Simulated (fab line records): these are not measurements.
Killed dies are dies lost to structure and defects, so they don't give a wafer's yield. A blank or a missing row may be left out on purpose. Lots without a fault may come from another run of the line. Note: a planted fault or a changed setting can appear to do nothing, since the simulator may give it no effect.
fab line records -- flow sfq_line
[record] lots = 7, wafers = 21, last_day = 77
route steps=325 shown M7@281
lots with no fault: from the same line, run without faults
start_h: start of the lot's first displayed wafer, in hours after the record's first day -- wait_h: time in hours since the lot's previous step -- " identical to the entry in the row above -- L1.1+2: one row covering several wafers at once -- - no value, or no start given -- * or withheld: withheld -- < > ~ a bound
route shown NAME@n: names a module that has steps shown in the file, with the first one's number in the route -- usual: mean/standard deviation taken from wafers without a fault -- same: alike in all rows -- chamber/n: place in a boat -- sites: the reading at each site -- _std_site: the standard deviation of these -- _edge_site: mean of outer sites minus mean of inner sites -- radius_mm: how far each site lies from the wafer's centre -- mask NAME#n: copy n -- behind: tool/chamber where the wafer was last shaped -- hold: why the lot was held/for how many hours/how that ended -- device: whichever transistor did not switch (one of n, p or np) -- end of line: the tests these same wafers got at the end of their route -- a step given without rows: its recipe and nothing more -- killed: count of dies lost to structure and defects at first sort (not the wafer's yield) -- map: a wafer's dies, marking killed ones x, the rest . and places with no die _
set.NAME: the setting the step ran with; set.NAME@STEP: the setting that earlier step ran with -- model.NAME: the simulator's own value behind a step, which no gauge read
a table for each step, a row for each wafer; lots at some steps of the route
services: a tool's chamber out of use, with start hour (start_h, from the record's first day; less than 0 if before it), hours out, and reason
[[steps]]
[step SFQ_TRILAYER_M7_DEP_PRE_CLEAN_176]
[recipe] gas = Ar, time_s = 22.5, bias_v = 250
[step SFQ_TRILAYER_M7_DEP_SPUTTER_175]
[recipe] material = Nb, base_pressure_pa = 1.33e-06, chamber_pressure_pa = 0.1333, substrate_temp_c = 20, target_thk_nm = 200, power_w = 2000, time_s = 133.3
[usual] base_pressure_pa = 1.31e-06/7.2e-08, throttle_valve_pct = 29.9/0.8
lot.wafer,tool,chamber,start_h,wait_h,base_pressure_pa,throttle_valve_pct
L844.3,pvd_sputter-05,-,1514.92,0.0,1.29e-06,30.8
L844.4,pvd_sputter-05,-,1514.92,0.0,1.47e-06,28.5
L844.5,pvd_sputter-05,-,1514.92,0.0,1.26e-06,30.7
L846.4,pvd_sputter-05,-,1543.72,0.0,1.29e-06,30.7
L846.5,pvd_sputter-05,-,1543.72,0.0,1.3e-06,31.0
L846.6,pvd_sputter-05,-,1543.72,0.0,1.35e-06,29.4
L853.1,pvd_sputter-03,-,1592.92,0.0,1.45e-06,30.1
L853.3,pvd_sputter-03,-,1592.92,0.0,1.26e-06,30.2
L853.4,pvd_sputter-03,-,1592.92,0.0,1.28e-06,29.1
L854.1,pvd_sputter-05,-,1596.07,0.0,1.47e-06,30.9
L854.3,pvd_sputter-05,-,1596.07,0.0,1.31e-06,29.7
L854.5,pvd_sputter-05,-,1596.07,0.0,1.23e-06,31.1
L855.2,pvd_sputter-06,-,1602.07,0.0,1.47e-06,29.0
L855.3,pvd_sputter-06,-,1602.07,0.0,1.33e-06,29.6
L855.4,pvd_sputter-06,-,1602.07,0.0,1.13e-06,31.6
L861.1,pvd_sputter-03,-,1642.26,0.0,1.28e-06,29.9
L861.4,pvd_sputter-03,-,1642.26,0.0,1.36e-06,29.2
L861.6,pvd_sputter-03,-,1642.26,0.0,1.25e-06,29.7
L863.1,pvd_sputter-03,-,1650.65,0.0,1.36e-06,29.1
L863.2,pvd_sputter-03,-,1650.65,0.0,1.35e-06,29.8
L863.3,pvd_sputter-03,-,1650.65,0.0,1.31e-06,30.0
[step SFQ_M7_RS_MEAS_943]
[recipe] thk_meas_gauge = four-point-probe, reads = Nb_of_TRILAYER_M7_DEP_SPUTTER_175
[usual] M7_NB_RS = 0.889/0.0099
lot.wafer,tool,chamber,start_h,wait_h,M7_NB_RS[ohm/sq]
L844.3,film_metro-04,-,1515.05,0.1,0.896
L844.4,film_metro-04,-,1515.05,0.1,0.874
L844.5,film_metro-04,-,1515.05,0.1,0.878
L846.4,film_metro-02,-,1543.87,0.1,0.903
L846.5,film_metro-02,-,1543.87,0.1,0.902
L846.6,film_metro-02,-,1543.87,0.1,0.896
L853.1,film_metro-02,-,1593.01,0.0,0.897
L853.3,film_metro-02,-,1593.01,0.0,0.881
L853.4,film_metro-02,-,1593.01,0.0,0.881
L854.1,film_metro-02,-,1596.16,0.0,0.884
L854.3,film_metro-02,-,1596.16,0.0,0.891
L854.5,film_metro-02,-,1596.16,0.0,0.891
L855.2,film_metro-04,-,1602.18,0.1,0.882
L855.3,film_metro-04,-,1602.18,0.1,0.868
L855.4,film_metro-04,-,1602.18,0.1,0.889
L861.1,film_metro-02,-,1642.35,0.0,0.886
L861.4,film_metro-02,-,1642.35,0.0,0.870
L861.6,film_metro-02,-,1642.35,0.0,0.887
L863.1,film_metro-02,-,1650.74,0.0,0.874
L863.2,film_metro-02,-,1650.74,0.0,0.903
L863.3,film_metro-02,-,1650.74,0.0,0.888
[step SFQ_TRILAYER_M7_LITHO_COAT_182]
[recipe] resist = BARC, spin_rpm = 3000, resist_thk_nm = 62
[step SFQ_TRILAYER_M7_LITHO_COAT_177]
[recipe] resist = KrF, spin_rpm = 3000, resist_thk_nm = 600
[step SFQ_TRILAYER_M7_LITHO_SOFTBAKE_181]
[recipe] temp_c = withheld, time_s = withheld, resist = KrF
[step SFQ_TRILAYER_M7_LITHO_EXPOSE_178]
[recipe] mask_id = M7, na = 0.6, source_shape = conventional, sigma_outer = 0.65, target_cd_nm = 500, dose_mj = 14.4
[step SFQ_TRILAYER_M7_LITHO_PEB_180]
[recipe] peb_temp_c = 115, peb_time_s = 60, resist = KrF
[step SFQ_TRILAYER_M7_LITHO_DEVELOP_179]
[recipe] time_s = 60, resist = KrF
[step SFQ_M7_OVL_MEAS_945]
[usual] M7_OVL = 3/5.4
lot.wafer,tool,chamber,start_h,wait_h,M7_OVL[nm]
L844.3,overlay-01,-,1556.00,0.1,-1
L844.4,overlay-01,-,1556.00,0.1,3
L844.5,overlay-01,-,1556.00,0.1,2
L846.4,overlay-01,-,1578.80,0.1,-1
L846.5,overlay-01,-,1578.80,0.1,-1
L846.6,overlay-01,-,1578.80,0.1,-3
L853.1,overlay-02,-,1621.19,0.1,-7
L853.3,overlay-02,-,1621.19,0.1,-4
L853.4,overlay-02,-,1621.19,0.1,-2
L854.1,overlay-02,-,1623.59,0.1,1
L854.3,overlay-02,-,1623.59,0.1,1
L854.5,overlay-02,-,1623.59,0.1,2
L855.2,overlay-02,-,1629.60,0.1,3
L855.3,overlay-02,-,1629.60,0.1,5
L855.4,overlay-02,-,1629.60,0.1,3
L861.1,overlay-02,-,1664.69,0.1,8
L861.4,overlay-02,-,1664.69,0.1,2
L861.6,overlay-02,-,1664.69,0.1,7
L863.1,overlay-01,-,1670.69,0.1,-3
L863.2,overlay-01,-,1670.69,0.1,0
L863.3,overlay-01,-,1670.69,0.1,-1
[step SFQ_TRILAYER_M7_BARC_OPEN_METAL_ETCH_229]
[recipe] mask_material = PR, chemistry = O2, target_depth_nm = 125, target = BARC, icp_w = 600, bias_w = 80, pressure_mtorr = 10, time_s = 41.7
[usual] bias_w = 80.00/0.24, drypump_motor_current_A = 5.6/0.47, oes_product_au = 0.686/0.0045, rf_fwd_power_W = 594.6/2.4
lot.wafer,tool,chamber,start_h,wait_h,bias_w,drypump_motor_current_A,oes_product_au,rf_fwd_power_W,rf_hours_counter_h
L844.3,rie_metal-03,0,1556.04,0.0,80.31,5.1,0.683,592.3,-
L844.4,rie_metal-03,1,1556.04,0.0,80.12,5.3,0.683,590.8,-
L844.5,rie_metal-03,1,1556.04,0.0,79.69,5.3,0.682,591.8,-
L846.4,rie_metal-02,1,1578.84,0.0,80.61,5.6,0.682,598.0,-
L846.5,rie_metal-02,0,1578.84,0.0,80.02,6.4,0.691,593.5,-
L846.6,rie_metal-02,1,1578.84,0.0,79.93,5.6,0.688,595.4,-
L853.1,rie_metal-02,0,1621.23,0.0,80.05,6.4,0.684,594.2,74
L853.3,rie_metal-02,1,1621.23,0.0,79.89,5.6,0.683,596.7,-
L853.4,rie_metal-02,0,1621.23,0.0,79.90,6.3,0.685,597.4,-
L854.1,rie_metal-02,1,1623.63,0.0,79.83,5.6,0.688,596.9,92
L854.3,rie_metal-02,0,1623.63,0.0,79.91,6.4,0.677,597.1,-
L854.5,rie_metal-02,0,1623.63,0.0,80.11,6.4,0.689,601.6,-
L855.2,rie_metal-02,0,1629.63,0.0,79.91,6.3,0.687,594.9,75
L855.3,rie_metal-02,0,1629.63,0.0,80.02,6.3,0.681,595.8,-
L855.4,rie_metal-02,1,1629.63,0.0,80.10,5.6,0.689,599.5,-
L861.1,rie_metal-03,0,1664.72,0.0,80.57,5.1,0.683,593.5,37
L861.4,rie_metal-03,0,1664.72,0.0,80.18,5.1,0.689,593.7,-
L861.6,rie_metal-03,1,1664.72,0.0,79.94,5.3,0.689,591.7,-
L863.1,rie_metal-03,0,1670.72,0.0,79.60,5.1,0.689,591.9,38
L863.2,rie_metal-03,1,1670.72,0.0,79.60,5.3,0.688,591.5,25
L863.3,rie_metal-03,0,1670.72,0.0,79.86,5.1,0.681,591.8,-
[step SFQ_TRILAYER_M7_ETCH_METAL_ETCH_180]
[recipe] target = Nb, stop_on = SiO2, mask_material = PR, chemistry = Cl2/Ar, target_depth_nm = 240, icp_w = 600, bias_w = 80, pressure_mtorr = 10, time_s = 120
[usual] bias_w = 80.04/0.22, drypump_motor_current_A = 5.6/0.47, oes_product_au = 0.895/0.0075, rf_fwd_power_W = 597.8/2
lot.wafer,tool,chamber,start_h,wait_h,bias_w,drypump_motor_current_A,oes_product_au,rf_fwd_power_W,rf_hours_counter_h,model.KrF_of_TRILAYER_M7_LITHO_COAT_177.thk_nm,model.SiO2_of_TRILAYER_I6_DEP_PECVD_165.thk_nm
L844.3,rie_metal-03,0,1556.12,0.1,80.04,5.1,0.888,601.7,-,382,191.8
L844.4,rie_metal-03,1,1556.12,0.1,79.75,5.3,0.907,597.8,-,381.4,194.7
L844.5,rie_metal-03,1,1556.12,0.1,80.20,5.3,0.904,595.9,-,382,193.2
L846.4,rie_metal-02,1,1578.92,0.1,79.81,5.6,0.882,599.8,-,382.4,195.2
L846.5,rie_metal-02,0,1578.92,0.1,79.77,6.3,0.890,598.4,-,381.6,192.3
L846.6,rie_metal-02,1,1578.92,0.1,79.98,5.6,0.892,598.3,-,381.9,193.2
L853.1,rie_metal-02,0,1621.29,0.0,90.44,6.4,0.887,598.6,74,373.4,191.1
L853.3,rie_metal-02,1,1621.29,0.0,90.40,5.6,0.906,600.6,-,376.9,193.8
L853.4,rie_metal-02,0,1621.29,0.0,90.59,6.3,0.905,597.8,-,376.2,193.7
L854.1,rie_metal-02,1,1623.69,0.0,90.45,5.6,0.899,598.7,92,376.8,191.6
L854.3,rie_metal-02,0,1623.69,0.0,90.58,6.4,0.894,596.1,-,373.2,192.4
L854.5,rie_metal-02,0,1623.69,0.0,90.40,6.3,0.896,597.5,-,373.5,193.7
L855.2,rie_metal-02,0,1629.69,0.0,90.32,6.3,0.890,601.1,75,372.7,191
L855.3,rie_metal-02,0,1629.69,0.0,90.26,6.3,0.909,600.0,-,373,190.1
L855.4,rie_metal-02,1,1629.69,0.0,90.32,5.6,0.895,599.8,-,375.1,190
L861.1,rie_metal-03,0,1664.78,0.0,79.95,5.1,0.890,600.8,37,381.9,191.2
L861.4,rie_metal-03,0,1664.78,0.0,79.83,5.1,0.895,600.7,-,381.3,190.2
L861.6,rie_metal-03,1,1664.78,0.0,79.95,5.3,0.896,595.5,-,380.7,192
L863.1,rie_metal-03,0,1670.78,0.0,80.07,5.1,0.901,593.8,38,378.3,194.3
L863.2,rie_metal-03,1,1670.78,0.0,79.91,5.3,0.890,598.8,25,375.8,192.3
L863.3,rie_metal-03,0,1670.78,0.0,79.84,5.1,0.902,595.0,-,379.6,194.1
[step SFQ_TRILAYER_M7_STRIP_STRIP_181]
[recipe] gas = O2, power_w = 200, platen_temp_c = 40, overash_fraction = 0.65, chemistry = O2, pressure_mtorr = 50
[usual] drypump_motor_current_A = 5.6/0.47, oes_product_au = 1.004/0.0098
lot.wafer,tool,chamber,start_h,wait_h,drypump_motor_current_A,oes_product_au,rf_hours_counter_h
L844.3,rie_metal-03,0,1556.40,0.2,5.1,1.018,-
L844.4,rie_metal-03,1,1556.40,0.2,5.3,1.012,-
L844.5,rie_metal-03,1,1556.40,0.2,5.3,1.011,-
L846.4,rie_metal-02,1,1579.20,0.2,5.6,0.999,-
L846.5,rie_metal-02,0,1579.20,0.2,6.3,1.006,-
L846.6,rie_metal-02,1,1579.20,0.2,5.6,0.988,-
L853.1,rie_metal-02,0,1621.41,0.1,6.4,1.007,74
L853.3,rie_metal-02,1,1621.41,0.1,5.6,1.013,-
L853.4,rie_metal-02,0,1621.41,0.1,6.4,1.011,-
L854.1,rie_metal-02,1,1623.81,0.1,5.6,0.998,92
L854.3,rie_metal-02,0,1623.81,0.1,6.3,1.011,-
L854.5,rie_metal-02,0,1623.81,0.1,6.3,1.004,-
L855.2,rie_metal-02,0,1629.81,0.1,6.4,1.008,75
L855.3,rie_metal-02,0,1629.81,0.1,6.4,1.007,-
L855.4,rie_metal-02,1,1629.81,0.1,5.6,1.009,-
L861.1,rie_metal-03,0,1664.91,0.1,5.1,1.012,37
L861.4,rie_metal-03,0,1664.91,0.1,5.1,0.999,-
L861.6,rie_metal-03,1,1664.91,0.1,5.3,1.005,-
L863.1,rie_metal-03,0,1670.91,0.1,5.1,0.990,38
L863.2,rie_metal-03,1,1670.91,0.1,5.3,1.015,25
L863.3,rie_metal-03,0,1670.91,0.1,5.1,1.003,-
[[services]]
tool,chamber,start_h,hours,kind
rie_metal-03,1,1507.66,5.6,repair
pvd_sputter-03,-,1514.68,4.7,repair
rie_metal-02,-,1561.17,1.3,repair
rie_metal-03,0,1588.09,4.3,repair
rie_metal-03,1,1588.18,6.6,repair
rie_metal-03,-,1592.42,1.4,pm
pvd_sputter-06,0,1606.73,-,consumable_replace:kit
pvd_sputter-06,0,1606.73,18.0,scheduled_down
pvd_sputter-06,0,1606.73,18.0,vent_cycle
pvd_sputter-03,-,1612.69,6.9,repair
rie_metal-02,-,1632.57,2.8,pm
rie_metal-03,-,1636.12,0.2,repair
[[key]]
[first_sign] step = SFQ_TRILAYER_M7_ETCH_METAL_ETCH_180, reading = bias_w, direction = up, sigmas = 48, usual = 80.04, struck = 90.42
effect none on later readings
[model_effect] step = SFQ_TRILAYER_M7_ETCH_METAL_ETCH_180, value = KrF_of_TRILAYER_M7_LITHO_COAT_177.thk_nm, without = 380.9, struck = 374.5
met_at SFQ_TRILAYER_M7_ETCH_METAL_ETCH_180
struck_wafers L853.1,L853.3,L853.4,L854.1,L854.3,L854.5,L855.2,L855.3,L855.4
onset_between 1578.92 1621.29
[fault] kind = process_parameter_drift, tool = rie_metal-02, chamber = -, onset_h = 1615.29, steps = SFQ_TRILAYER_M7_ETCH_METAL_ETCH_180, channel = bias_w, offset = 10.289, shape = step, end_h = 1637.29, acts_in = these_recipes_only, stated = 80
